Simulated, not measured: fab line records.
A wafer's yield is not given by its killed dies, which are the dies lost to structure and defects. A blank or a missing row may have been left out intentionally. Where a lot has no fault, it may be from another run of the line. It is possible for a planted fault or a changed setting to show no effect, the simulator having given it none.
The same fault as seen by 2 desks :: flow gf180mcu :: numbers are kept per desk, each desk with only its own; the story behind them comes last

METROLOGY DESK
Lot by lot, what the gauges showed, no matter which tool ran the lot: averages of those sampled wafers that carry a number. Any lot whose mean is over 4 standard deviations away from the usual mean is out of limits and marked OUT; that distance is given in the brackets.
Columns: A = MIM_ALCU_RS at GF_MIM_RS_MEAS_10, usual 0.1599 ohm/sq; B = V5_CVD_02_THK at GF_V5_THK_MEAS_03, usual 1448 nm
lot: L630
first seen here: day 24 09:32
A: 0.1604
B: 1445

lot: L635
first seen here: day 26 06:39
A: 0.1583
B: 1448

lot: L638
first seen here: day 27 04:41
A: 0.1596
B: 1919 (+28) OUT

lot: L639
first seen here: day 27 11:46
A: 0.1607
B: 1907 (+27) OUT

lot: L640
first seen here: day 27 18:32
A: 0.1584
B: 1438

lot: L644
first seen here: day 29 02:28
A: 0.1611
B: 1470

lot: L645
first seen here: day 29 14:48
A: 0.1576
B: 1437

lot: L646
first seen here: day 29 22:33
A: 0.1625
B: 1447

lot: L647
first seen here: day 30 06:50
A: 0.1611
B: 1438

lot: L650
first seen here: day 30 16:58
A: 0.1574
B: 1454

lot: L652
first seen here: day 31 08:29
A: 0.1612
B: 1463

lot: L653
first seen here: day 31 10:34
A: 0.1604
B: 1434
This desk reports L638, L639 out of limits; the earliest was L638 at day 28 21:06 (V5_CVD_02_THK at GF_V5_THK_MEAS_03). L630, L635, L640, L644, L645, L646, L647, L650, L652, L653 stayed within limits.

DESK OF THE TOOL OWNER: pecvd-04
The tool's own readings at GF_V5_CVD_02 (deposits SiO2 from TEOS, target thk 1450 nm, time 163.28 s): means of the sampled wafers that have a number, for each lot that ran on this tool. Any lot whose mean is over 4 standard deviations away from the usual mean is out of limits and marked OUT; that distance is given in the brackets.
Columns: A = heaterPowerW at GF_V5_CVD_02, usual 687 W
lot: L635
first seen here: day 28 00:16
A: 684

lot: L638
first seen here: day 28 20:59
A: 694

lot: L639
first seen here: day 29 04:29
A: 795

lot: L646
first seen here: day 31 11:59
A: 752

lot: L647
first seen here: day 31 18:44
A: 770

lot: L650
first seen here: day 32 03:43
A: 773

lot: L652
first seen here: day 32 18:53
A: 716
Result from this desk: across the 7 lots, nothing is out of limits.

ALL TOGETHER
L638, L639 would have let the metrology desk raise an alarm at day 28 21:06.
The desk of the tool owner found nothing out of limits.
Tool owner's desk: L638, L639 on record, inside its limits.
Every lot named ran GF_V5_CVD_02 on pecvd-04.

WHAT WAS PUT IN BY THE SIMULATOR
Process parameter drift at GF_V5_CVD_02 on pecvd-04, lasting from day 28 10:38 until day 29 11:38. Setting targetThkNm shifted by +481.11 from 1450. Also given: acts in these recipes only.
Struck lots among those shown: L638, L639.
Time in hours between the start of the fault and the first out-of-limits reading at each desk: metrology desk, 10.
